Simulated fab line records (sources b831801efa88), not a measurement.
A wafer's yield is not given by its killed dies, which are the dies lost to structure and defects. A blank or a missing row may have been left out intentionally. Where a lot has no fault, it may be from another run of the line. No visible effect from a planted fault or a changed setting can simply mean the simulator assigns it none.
fab line records -- flow sky130
record lots=5, wafers=15, last_day=50
route steps=708 shown DNWELL@42 PWDE@45 NWELL@56
lots that met no fault: from a run of the same line without faults
start_h: hours from the record's opening day to when the first of the lot's shown wafers began -- wait_h: time in hours since the lot's previous step -- " same as the row above -- L1.1+2: one row covering several wafers at once -- - no value present, or no start provided -- * or withheld: withheld -- < > ~ a bound
route shown NAME@n: names a module that has steps shown in the file, with the first one's number in the route -- usual: average and standard deviation across the fault-free wafers -- same: alike in all rows -- chamber/n: place in a boat -- sites: the reading at each site -- _std_site: standard deviation across them -- _edge_site: mean of outer sites minus mean of inner sites -- radius_mm: for every site, how far away it sits from the centre of the wafer -- mask NAME#n: copy n -- behind: the tool/chamber that last shaped the wafer -- hold: the reason the lot was held/the length of the hold in hours/how it ended -- device: names the non-switching transistor (n, p or np) -- end of line: the route-end tests of the same wafers -- where a step has no rows: the recipe by itself -- killed: the dies lost at the first sort to structure and to defects; this is not the yield of the wafer -- map: the dies of a wafer, with x for killed, . for not killed, _ for no die there
set.NAME: the setting that was run; set.NAME@STEP: the one run at that earlier step -- model.NAME: the simulator's own value behind a step, which no gauge read
lots at selected steps of the route; one table per step, one row per wafer
services: when a tool's chamber went out of use (start_h, in hours from the record's first day, below 0 if earlier), for how many hours, and the reason
## steps
# step SKY_DNWELL_IMPLANT_07
# recipe species=P, energy_kev=withheld, dose_cm2=withheld, tilt_deg=withheld
# step SKY_DNWELL_STRIP_08
# recipe chemistry=O2/N2, power_w=1400, pressure_mtorr=1500, platen_temp_c=withheld, o2_flow_sccm=3000, n2_flow_sccm=300, overash_fraction=0.5
# usual drypump_motor_current_A=5.6/0.46, oes_product_au=0.722/0.005, strip_time_to_endpoint_s=36.94/0.11
lot.wafer,tool,chamber,start_h,wait_h,drypump_motor_current_A,oes_product_au,rf_hours_counter_h,strip_time_to_endpoint_s
L221.1,plasma_asher-02,0,80.09,0.1,5.8,0.715,24,36.78
L221.4,plasma_asher-02,1,80.09,0.1,4.9,0.726,-,36.93
L221.5,plasma_asher-02,1,80.09,0.1,4.9,0.722,-,36.93
L226.4,plasma_asher-01,0,106.46,0.1,6.1,0.719,-,37.05
L226.5,plasma_asher-01,1,106.46,0.1,5.6,0.722,-,36.97
L226.6,plasma_asher-01,0,106.46,0.1,6.1,0.722,-,37.11
L230.2,plasma_asher-04,0,131.24,0.1,6.2,0.722,45,37.10
L230.4,plasma_asher-04,0,131.24,0.1,6.2,0.731,-,37.11
L230.5,plasma_asher-04,1,131.24,0.1,5.5,0.727,-,37.17
L236.2,plasma_asher-02,1,165.10,0.1,4.8,0.714,33,36.92
L236.3,plasma_asher-02,1,165.10,0.1,4.8,0.721,-,36.99
L236.6,plasma_asher-02,0,165.10,0.1,5.7,0.723,-,36.87
L238.2,plasma_asher-04,1,177.23,0.1,5.6,0.720,50,36.82
L238.3,plasma_asher-04,0,177.23,0.1,6.2,0.727,-,36.83
L238.4,plasma_asher-04,1,177.23,0.1,5.6,0.723,-,36.81
# step SKY_DNWELL_TW_MEAS_09
# usual DNWELL_TW=1118/12
lot.wafer,tool,chamber,start_h,wait_h,DNWELL_TW
L221.1,film_metro-04,-,80.19,0.1,1109
L221.4,film_metro-04,-,80.19,0.1,1114
L221.5,film_metro-04,-,80.19,0.1,1113
L226.4,film_metro-03,-,106.56,0.1,1112
L226.5,film_metro-03,-,106.56,0.1,1108
L226.6,film_metro-03,-,106.56,0.1,1115
L230.2,film_metro-03,-,131.35,0.1,1114
L230.4,film_metro-03,-,131.35,0.1,1117
L230.5,film_metro-03,-,131.35,0.1,1120
L236.2,film_metro-04,-,165.21,0.1,1103
L236.3,film_metro-04,-,165.21,0.1,1109
L236.6,film_metro-04,-,165.21,0.1,1109
L238.2,film_metro-04,-,177.34,0.1,1113
L238.3,film_metro-04,-,177.34,0.1,1114
L238.4,film_metro-04,-,177.34,0.1,1122
# step SKY_PWDE_DEHYDRATE_00
# recipe temp_c=200, time_s=60
# step SKY_PWDE_HMDS_01
# recipe prime_time_s=60, prime_temp_c=120
# step SKY_PWDE_COAT_02
# recipe spin_rpm=2000, resist_thk_nm=3000
# step SKY_PWDE_SOFTBAKE_03
# recipe temp_c=110, time_s=withheld
# step SKY_PWDE_EXPOSE_04
# recipe mask_id=PWDEM, na=0.6, source_shape=conventional, sigma_outer=0.6, polarization=unpolarized, target_cd_nm=840, dose_mj=214
# step SKY_PWDE_PEB_05
# recipe temp_c=115, time_s=withheld
# step SKY_PWDE_DEVELOP_06
# recipe wall_angle_deg=90, developer=TMAH, develop_time_s=60, dev_temp_c=23
# step SKY_PWDE_OVL_MEAS_07
# usual PWDE_OVL=-0.2/1.3
lot.wafer,tool,chamber,start_h,wait_h,PWDE_OVL[nm]
L221.1,overlay-01,-,97.25,-,0.8
L221.4,overlay-01,-,97.25,-,-0.3
L221.5,overlay-01,-,97.25,-,1.0
L226.4,overlay-01,-,124.09,-,0.8
L226.5,overlay-01,-,124.09,-,0.5
L226.6,overlay-01,-,124.09,-,-0.5
L230.2,overlay-02,-,149.91,-,-0.1
L230.4,overlay-02,-,149.91,-,0.2
L230.5,overlay-02,-,149.91,-,1.2
L236.2,overlay-02,-,185.46,-,1.2
L236.3,overlay-02,-,185.46,-,0.5
L236.6,overlay-02,-,185.46,-,-0.4
L238.2,overlay-01,-,198.63,-,0.5
L238.3,overlay-01,-,198.63,-,0.7
L238.4,overlay-01,-,198.63,-,0.1
# step SKY_PWDE_IMPLANT_08
# recipe species=B, energy_kev=150, dose_cm2=3.6e+12, tilt_deg=withheld
# step SKY_PWDE_STRIP_09
# recipe chemistry=O2/N2, power_w=1400, pressure_mtorr=1500, platen_temp_c=withheld, o2_flow_sccm=3000, n2_flow_sccm=300, overash_fraction=0.5
# usual drypump_motor_current_A=5.8/0.3, oes_product_au=0.723/0.004, strip_time_to_endpoint_s=36.97/0.11
lot.wafer,tool,chamber,start_h,wait_h,drypump_motor_current_A,oes_product_au,rf_hours_counter_h,strip_time_to_endpoint_s,model.coat_of_PWDE_COAT_02.thk_nm
L221.1,plasma_asher-03,1,97.44,0.1,5.4,0.725,41,37.02,0
L221.4,plasma_asher-03,1,97.44,0.1,5.4,0.724,-,37.05,0
L221.5,plasma_asher-03,1,97.44,0.1,5.4,0.724,-,36.96,0
L226.4,plasma_asher-04,0,124.30,0.1,6.2,0.714,-,37.20,0
L226.5,plasma_asher-04,0,124.30,0.1,6.2,0.718,-,37.10,0
L226.6,plasma_asher-04,1,124.30,0.1,5.5,0.724,-,37.10,0
L230.2,plasma_asher-04,1,150.09,0.1,5.5,0.964,47,-,345.8
L230.4,plasma_asher-04,1,150.09,0.1,5.5,0.966,-,-,345.7
L230.5,plasma_asher-04,1,150.09,0.1,5.5,0.969,-,-,346
L236.2,plasma_asher-01,0,185.64,0.1,6.1,0.724,6,36.96,0
L236.3,plasma_asher-01,0,185.64,0.1,6.1,0.720,-,36.99,0
L236.6,plasma_asher-01,0,185.64,0.1,6.1,0.721,-,37.00,0
L238.2,plasma_asher-01,1,198.81,0.1,5.6,0.729,7,36.77,0
L238.3,plasma_asher-01,0,198.81,0.1,6.1,0.723,-,36.88,0
L238.4,plasma_asher-01,1,198.81,0.1,5.5,0.723,-,36.82,0
# step SKY_PWDE_TW_MEAS_10
# usual PWDE_TW=377/3.3
lot.wafer,tool,chamber,start_h,wait_h,PWDE_TW
L221.1,film_metro-04,-,97.54,0.1,368
L221.4,film_metro-04,-,97.54,0.1,371
L221.5,film_metro-04,-,97.54,0.1,371
L226.4,film_metro-04,-,124.39,0.1,372
L226.5,film_metro-04,-,124.39,0.1,373
L226.6,film_metro-04,-,124.39,0.1,370
L230.2,film_metro-03,-,150.20,0.1,377
L230.4,film_metro-03,-,150.20,0.1,376
L230.5,film_metro-03,-,150.20,0.1,374
L236.2,film_metro-02,-,185.75,0.1,379
L236.3,film_metro-02,-,185.75,0.1,379
L236.6,film_metro-02,-,185.75,0.1,379
L238.2,film_metro-02,-,198.92,0.1,380
L238.3,film_metro-02,-,198.92,0.1,381
L238.4,film_metro-02,-,198.92,0.1,381
# step SKY_NWELL_DEHYDRATE_03
# recipe temp_c=200, time_s=60
# step SKY_NWELL_HMDS_04
# recipe prime_time_s=60, prime_temp_c=120
# step SKY_NWELL_COAT_05
# recipe spin_rpm=2000, resist_thk_nm=3000
# step SKY_NWELL_SOFTBAKE_06
# recipe temp_c=110, time_s=withheld
# step SKY_NWELL_EXPOSE_07
# recipe mask_id=NWM, na=0.6, source_shape=conventional, sigma_outer=0.6, polarization=unpolarized, target_cd_nm=840, dose_mj=255
# step SKY_NWELL_PEB_08
# recipe temp_c=115, time_s=withheld
# step SKY_NWELL_DEVELOP_09
# recipe wall_angle_deg=90, developer=TMAH, develop_time_s=60, dev_temp_c=23
# step SKY_NWELL_OVL_MEAS_10
# usual NWELL_00_OVL=0.1/1.5
lot.wafer,tool,chamber,start_h,wait_h,NWELL_00_OVL[nm]
L221.1,overlay-02,-,115.74,-,0.1
L221.4,overlay-02,-,115.74,-,0.3
L221.5,overlay-02,-,115.74,-,-0.4
L226.4,overlay-01,-,142.72,-,0.5
L226.5,overlay-01,-,142.72,-,1.3
L226.6,overlay-01,-,142.72,-,0.1
L230.2,overlay-01,-,170.66,-,2.4
L230.4,overlay-01,-,170.66,-,0.4
L230.5,overlay-01,-,170.66,-,0.8
L236.2,overlay-02,-,207.88,-,2.2
L236.3,overlay-02,-,207.88,-,4.3
L236.6,overlay-02,-,207.88,-,3.4
L238.2,overlay-02,-,220.46,-,1.7
L238.3,overlay-02,-,220.46,-,1.8
L238.4,overlay-02,-,220.46,-,1.7
# step SKY_NWELL_IMPLANT_11
# recipe species=P, energy_kev=400, dose_cm2=1.9e+13, tilt_deg=withheld
# step SKY_NWELL_IMPLANT_12
# recipe species=P, energy_kev=120, dose_cm2=1.3e+12, tilt_deg=withheld
# step SKY_NWELL_IMPLANT_13
# recipe species=P, energy_kev=50, dose_cm2=7e+11, tilt_deg=withheld
# step SKY_NWELL_STRIP_14
# recipe chemistry=O2/N2, power_w=1400, pressure_mtorr=1500, platen_temp_c=withheld, o2_flow_sccm=3000, n2_flow_sccm=300, overash_fraction=0.5
# usual drypump_motor_current_A=5.7/0.38, oes_product_au=0.722/0.0049, strip_time_to_endpoint_s=36.85/0.092
lot.wafer,tool,chamber,start_h,wait_h,drypump_motor_current_A,oes_product_au,rf_hours_counter_h,strip_time_to_endpoint_s
L221.1,plasma_asher-03,0,116.23,0.1,6.0,0.718,43,36.76
L221.4,plasma_asher-03,1,116.23,0.1,5.4,0.720,-,36.75
L221.5,plasma_asher-03,1,116.23,0.1,5.5,0.716,-,36.75
L226.4,plasma_asher-02,1,143.22,0.1,4.8,0.720,-,36.86
L226.5,plasma_asher-02,1,143.22,0.1,4.8,0.719,-,36.91
L226.6,plasma_asher-02,0,143.22,0.1,5.8,0.725,-,36.78
L230.2,plasma_asher-03,1,171.14,0.1,5.4,0.719,49,42.04
L230.4,plasma_asher-03,1,171.14,0.1,5.4,0.726,-,42.14
L230.5,plasma_asher-03,1,171.14,0.1,5.4,0.723,-,42.08
L236.2,plasma_asher-03,0,208.38,0.1,6.0,0.729,52,37.03
L236.3,plasma_asher-03,0,208.38,0.1,6.0,0.727,-,36.90
L236.6,plasma_asher-03,1,208.38,0.1,5.4,0.720,-,36.85
L238.2,plasma_asher-01,0,220.94,0.1,6.1,0.723,9,36.82
L238.3,plasma_asher-01,1,220.94,0.1,5.6,0.722,-,36.82
L238.4,plasma_asher-01,0,220.94,0.1,6.2,0.714,-,36.79
# step SKY_NWELL_TW_MEAS_15
# usual NWELL_TW=1831/17
lot.wafer,tool,chamber,start_h,wait_h,NWELL_TW
L221.1,film_metro-02,-,116.33,0.1,1846
L221.4,film_metro-02,-,116.33,0.1,1847
L221.5,film_metro-02,-,116.33,0.1,1852
L226.4,film_metro-03,-,143.32,0.1,1831
L226.5,film_metro-03,-,143.32,0.1,1826
L226.6,film_metro-03,-,143.32,0.1,1825
L230.2,film_metro-03,-,171.25,0.1,1800
L230.4,film_metro-03,-,171.25,0.1,1804
L230.5,film_metro-03,-,171.25,0.1,1804
L236.2,film_metro-04,-,208.49,0.1,1815
L236.3,film_metro-04,-,208.49,0.1,1818
L236.6,film_metro-04,-,208.49,0.1,1818
L238.2,film_metro-04,-,221.05,0.1,1803
L238.3,film_metro-04,-,221.05,0.1,1802
L238.4,film_metro-04,-,221.05,0.1,1805
## services
tool,chamber,start_h,hours,kind
plasma_asher-01,-,108.75,9.0,pm
plasma_asher-01,0,108.75,9.0,vent_cycle
plasma_asher-01,1,108.75,9.0,vent_cycle
plasma_asher-01,0,117.75,-,clean
plasma_asher-01,1,117.75,-,clean
plasma_asher-01,-,127.13,7.5,pm
plasma_asher-02,-,170.31,2.8,pm
## key
first_sign step=SKY_PWDE_STRIP_09, reading=oes_product_au, direction=up, sigmas=61, usual=0.723, struck=0.966
effect step=SKY_NWELL_STRIP_14, reading=strip_time_to_endpoint_s, direction=up, sigmas=57, usual=*, struck=*
model_effect step=SKY_PWDE_STRIP_09, value=coat_of_PWDE_COAT_02.thk_nm, without=0, struck=345.8
met_at SKY_PWDE_STRIP_09
struck_wafers L230.2,L230.4,L230.5
sort_left_out L230.2,L230.4,L230.5
tester_left_out L230
onset_between 124.30 150.09
fault kind=strip_aborted, tool=plasma_asher-04, chamber=-, onset_h=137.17, steps=SKY_PWDE_STRIP_09, offset=0.42547, end_h=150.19
# tester_left_out: of these lots the tester's yield and bins aren't shown, on N5 and GAA mostly nor the transistor test; their killed dies are dies lost to structure and defects alone, not to doping, threshold or leakage, so they don't give the yield
# sort_left_out: the simulated sort isn't trusted on such a fault, so these wafers' sort isn't shown, and their yield isn't known
